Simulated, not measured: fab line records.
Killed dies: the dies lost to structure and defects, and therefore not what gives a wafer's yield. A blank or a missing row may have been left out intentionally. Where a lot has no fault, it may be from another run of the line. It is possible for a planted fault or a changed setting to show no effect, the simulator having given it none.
Chamber matching / flow gf180mcu / GF_STI_ETCH_14 on rie-si-01: 4 sister chambers
The step etches Si in HBr/Cl2/O2, target depth 360 nm, time 102.9 s. 8 wafers are shown with their chamber, then 7 later ones without.

== WAFERS PAIRED WITH THEIR CHAMBERS ==
wafer=L845.1; chamber=1; drypump-motor-current-A (A)=5.8; oes-product-au (a.u.)=1.001
wafer=L851.1; chamber=2; drypump-motor-current-A (A)=6.3; oes-product-au (a.u.)=1.006
wafer=L851.6; chamber=2; drypump-motor-current-A (A)=6.3; oes-product-au (a.u.)=1.007
wafer=L852.1; chamber=0; drypump-motor-current-A (A)=6.4; oes-product-au (a.u.)=1.019
wafer=L852.4; chamber=3; drypump-motor-current-A (A)=6.1; oes-product-au (a.u.)=0.990
wafer=L852.5; chamber=3; drypump-motor-current-A (A)=6.1; oes-product-au (a.u.)=1.011
wafer=L859.1; chamber=1; drypump-motor-current-A (A)=5.8; oes-product-au (a.u.)=1.015
wafer=L859.3; chamber=0; drypump-motor-current-A (A)=6.5; oes-product-au (a.u.)=1.016

== WAFERS WITH NO CHAMBER GIVEN ==
wafer=L859.5; drypump-motor-current-A (A)=6.5; oes-product-au (a.u.)=1.027
wafer=L861.4; drypump-motor-current-A (A)=6.4; oes-product-au (a.u.)=1.008
wafer=L861.5; drypump-motor-current-A (A)=6.1; oes-product-au (a.u.)=0.999
wafer=L861.6; drypump-motor-current-A (A)=6.3; oes-product-au (a.u.)=0.998
wafer=L865.3; drypump-motor-current-A (A)=5.8; oes-product-au (a.u.)=0.988
wafer=L865.4; drypump-motor-current-A (A)=6.5; oes-product-au (a.u.)=0.993
wafer=L865.5; drypump-motor-current-A (A)=6.5; oes-product-au (a.u.)=1.003

== EACH ONE'S CHAMBER ==
wafer=L859.5; from the rows above=0; in truth=0
wafer=L861.4; from the rows above=can't be placed: 0 or 2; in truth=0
wafer=L861.5; from the rows above=3; in truth=3
wafer=L861.6; from the rows above=2; in truth=2
wafer=L865.3; from the rows above=1; in truth=1
wafer=L865.4; from the rows above=0; in truth=0
wafer=L865.5; from the rows above=0; in truth=0
Correctly placed: 6 of 7. Not placeable from these rows: 1 (in 1, the candidates include the true chamber). Placed wrongly: 0.
How it was worked out, from the rows above alone: a wafer's distance from a chamber is the root of the sum, over the readings, of the square of ((its reading less the chamber's mean) divided by the reading's scatter). If the next closest chamber is less than 2 further off than the closest, the wafer can't be placed; otherwise it belongs to the closest. The mean given for a chamber averages the wafers shown for that chamber. The scatter: take each reading less its chamber's mean, square it, sum over the shown wafers, divide by the number of wafers less the number of chambers, and take the root.
